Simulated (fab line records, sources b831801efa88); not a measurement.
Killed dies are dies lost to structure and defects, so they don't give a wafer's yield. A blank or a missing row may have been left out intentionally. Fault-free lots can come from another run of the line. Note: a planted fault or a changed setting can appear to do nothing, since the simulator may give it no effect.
Which of the tools did it?    flow sfqLine    Sampling: 13 lots, 39 wafers, 6 of 325 route steps

== WHAT THE GAUGES READ, wafer by wafer ==
SFQ_M4_RS_MEAS_924: a four-point-probe measurement.
lot   measured      on            M4_NB_RS (ohm/sq)
L967  day 49 06:24  filmMetro-02  0.891 0.884 0.896
L968  day 49 18:24  filmMetro-03  0.896 0.888 0.882
L971  day 50 14:46  filmMetro-01  0.904 0.905 0.920
L972  day 50 17:11  filmMetro-01  0.895 0.886 0.896
L974  day 51 05:12  filmMetro-02  0.886 0.884 0.874
L977  day 53 15:58  filmMetro-02  0.893 0.891 0.885
L984  day 56 08:17  filmMetro-02  0.894 0.892 0.883
L985  day 56 11:59  filmMetro-02  0.893 0.901 0.894
L986  day 57 01:06  filmMetro-02  0.895 0.897 0.903
L987  day 57 05:53  filmMetro-02  0.892 0.893 0.896
L988  day 57 07:08  filmMetro-02  0.885 0.884 0.891
L989  day 57 08:17  filmMetro-02  0.880 0.873 0.880
L990  day 57 09:29  filmMetro-02  0.898 0.900 0.901

SFQ_I6_OVL_MEAS_942.
lot   measured      on          I6_OVL (nm)
L967  day 78 14:35  overlay-01  16 9 8
L968  day 78 15:55  overlay-01  4 4 6
L971  day 83 07:10  overlay-01  -12 -11 -10
L972  day 83 08:22  overlay-02  11 4 11
L974  day 83 13:10  overlay-01  3 3 7
L977  day 83 17:58  overlay-02  3 5 8
L984  day 87 07:29  overlay-02  7 1 2
L985  day 88 03:53  overlay-02  2 -1 -3
L986  day 88 13:29  overlay-02  -4 1 -4
L987  day 88 19:25  overlay-01  16 7 5
L988  day 88 21:49  overlay-01  -3 5 -5
L989  day 88 23:01  overlay-01  -4 3 -1
L990  day 89 00:13  overlay-01  9 4 5

== WHAT TOOL EACH LOT RAN ON (gives the tool, then ch and the chambers of the sampled wafers, and finally the start) ==
lot   SFQ_TRILAYER_I0_METRO_MEASURE_029  SFQ_TRILAYER_I2_CMP_CMP_064    SFQ_TRILAYER_I2_METRO_MEASURE_065  SFQ_TRILAYER_I2_VIA_ETCH_VIA_ETCH_070
L967  filmMetro-01, day 12 03:17         cmp-01 ch 0,3, day 37 00:10    filmMetro-01, day 37 03:41         rieDiel-04 ch 0,1,2, day 37 06:49
L968  filmMetro-04, day 12 06:17         cmp-02 ch 2,3, day 37 13:23    filmMetro-04, day 37 16:25         rieDiel-02 ch 0,2,3, day 37 19:40
L971  filmMetro-03, day 13 01:11         cmp-02 ch 1,2,3, day 38 16:53  filmMetro-01, day 38 19:01         rieDiel-04 ch 0,1,3, day 38 22:32
L972  filmMetro-03, day 13 19:44         cmp-01 ch 0,2,3, day 38 18:31  filmMetro-03, day 38 21:50         rieDiel-01 ch 1,2,3, day 39 01:44
L974  filmMetro-04, day 15 00:30         cmp-02 ch 0,1,2, day 40 09:59  filmMetro-01, day 40 12:00         rieDiel-01 ch 1,2,3, day 40 15:11
L977  filmMetro-01, day 16 09:49         cmp-02 ch 0,1,2, day 42 06:28  filmMetro-01, day 42 09:05         rieDiel-04 ch 1,2,3, day 42 14:42
L984  filmMetro-04, day 18 13:32         cmp-01 ch 0,3, day 44 16:17    filmMetro-01, day 44 19:24         rieDiel-01 ch 0,2, day 44 22:56
L985  filmMetro-03, day 19 00:41         cmp-01 ch 2,3, day 44 21:11    filmMetro-01, day 45 00:00         rieDiel-01 ch 0,2,3, day 45 03:20
L986  filmMetro-01, day 19 07:26         cmp-02 ch 1,2, day 45 13:24    filmMetro-01, day 45 16:43         rieDiel-01 ch 0,2,3, day 46 08:49
L987  filmMetro-01, day 19 22:35         cmp-01 ch 1,2, day 45 21:10    filmMetro-04, day 46 00:17         rieDiel-04 ch 1,3, day 46 16:01
L988  filmMetro-03, day 20 17:17         cmp-02 ch 0,3, day 46 06:04    filmMetro-04, day 46 09:05         rieDiel-02 ch 1,2, day 47 01:10
L989  filmMetro-01, day 20 22:53         cmp-01 ch 0,1,2, day 46 09:46  filmMetro-03, day 46 12:53         rieDiel-01 ch 0,1,2, day 47 02:22
L990  filmMetro-03, day 21 11:52         cmp-02 ch 0,2, day 46 16:25    filmMetro-01, day 46 19:32         rieDiel-04 ch 1,3, day 47 03:34
- SFQ_TRILAYER_I0_METRO_MEASURE_029
- SFQ_TRILAYER_I2_CMP_CMP_064: polishes SiO2.
- SFQ_TRILAYER_I2_METRO_MEASURE_065
- SFQ_TRILAYER_I2_VIA_ETCH_VIA_ETCH_070: etches SiO2 in CHF3, stops on Nb, target depth 260 nm.

== AS READ BY THE TOOLS THEMSELVES (means over the sampled wafers that have a number; for cases with no such wafer, the mark the record gives instead) ==
SFQ_TRILAYER_I0_METRO_MEASURE_029.
lot   tool          thkNm (nm)
L967  filmMetro-01  200.0
L968  filmMetro-04  199.7
L971  filmMetro-03  199.5
L972  filmMetro-03  200.1
L974  filmMetro-04  200.1
L977  filmMetro-01  199.9
L984  filmMetro-04  199.3
L985  filmMetro-03  200.9
L986  filmMetro-01  199.1
L987  filmMetro-01  201.4
L988  filmMetro-03  199.2
L989  filmMetro-01  198.5
L990  filmMetro-03  199.4

SFQ_TRILAYER_I2_CMP_CMP_064.
lot   tool    edgeZonePressureFrac  motorCurrentA (A)  retainingRingPressureFrac  timeToEndpointS (s)
L967  cmp-01  0.998                 10.6               1.001                      218
L968  cmp-02  0.999                 10.6               1.002                      220
L971  cmp-02  1.000                 10.9               0.998                      226
L972  cmp-01  0.995                 10.8               0.998                      216
L974  cmp-02  0.997                 11.0               0.999                      217
L977  cmp-02  0.998                 10.7               0.998                      216
L984  cmp-01  0.999                 10.8               1.004                      220
L985  cmp-01  0.995                 10.9               0.996                      210
L986  cmp-02  1.000                 10.4               1.002                      218
L987  cmp-01  0.999                 10.3               1.001                      210
L988  cmp-02  0.999                 10.9               0.999                      222
L989  cmp-01  0.997                 10.7               0.998                      200
L990  cmp-02  1.003                 10.7               0.994                      217

SFQ_TRILAYER_I2_METRO_MEASURE_065.
lot   tool          thkNm (nm)
L967  filmMetro-01  201.6
L968  filmMetro-04  200.5
L971  filmMetro-01  200.0
L972  filmMetro-03  201.1
L974  filmMetro-01  201.4
L977  filmMetro-01  205.4
L984  filmMetro-01  199.4
L985  filmMetro-01  200.5
L986  filmMetro-01  200.5
L987  filmMetro-04  199.2
L988  filmMetro-04  200.1
L989  filmMetro-03  200.7
L990  filmMetro-01  200.5

SFQ_TRILAYER_I2_VIA_ETCH_VIA_ETCH_070.
lot   tool        chamberPressureMTorr (mTorr)  drypumpMotorCurrentA (A)  oesProductAu (a.u.)
L967  rieDiel-04  30.004                        5.7                       0.857
L968  rieDiel-02  29.997                        5.6                       0.859
L971  rieDiel-04  30.012                        6.0                       0.854
L972  rieDiel-01  29.999                        6.3                       0.856
L974  rieDiel-01  29.982                        6.3                       0.856
L977  rieDiel-04  30.001                        5.7                       0.865
L984  rieDiel-01  30.004                        5.6                       0.847
L985  rieDiel-01  29.973                        6.0                       0.852
L986  rieDiel-01  29.992                        5.9                       0.853
L987  rieDiel-04  29.999                        6.0                       0.855
L988  rieDiel-02  30.003                        5.6                       0.856
L989  rieDiel-01  29.992                        6.1                       0.856
L990  rieDiel-04  29.992                        6.1                       0.855

== THE ANSWER, worked out from the rows above alone ==
Rule: usual is defined by the lots themselves. Put in order of their means at a reading, lots are off if they are a third of the lots or fewer, leave a main group of 4 or more, and stand apart from it by a gap of 3 or more times the standard deviation of the main group's means; of several such gaps the widest counts. Not used: any main group whose means are identical at the precision the tables above print for the reading. A lot without any number at a reading at which 4 lots or more have one is off too. Any other lot the step has rows for is counted as sound. Order of review: gauges by route order, followed by the tools' own readings, for which a lot's mean as printed above is used. The first step at which some lot is off is used, and at that step the reading that is off furthest; a lot without a number counts as furthest.
Off: L977, at SFQ_TRILAYER_I2_METRO_MEASURE_065 (thkNm). Mean 200.5 nm and standard deviation 0.69 in the main group.
A tool fits if, at that step or a process step before it, it ran every lot that is off, and no sound lot after the first of them. No candidate that was tried fits.

== WHAT THE SIMULATOR PUT IN ==
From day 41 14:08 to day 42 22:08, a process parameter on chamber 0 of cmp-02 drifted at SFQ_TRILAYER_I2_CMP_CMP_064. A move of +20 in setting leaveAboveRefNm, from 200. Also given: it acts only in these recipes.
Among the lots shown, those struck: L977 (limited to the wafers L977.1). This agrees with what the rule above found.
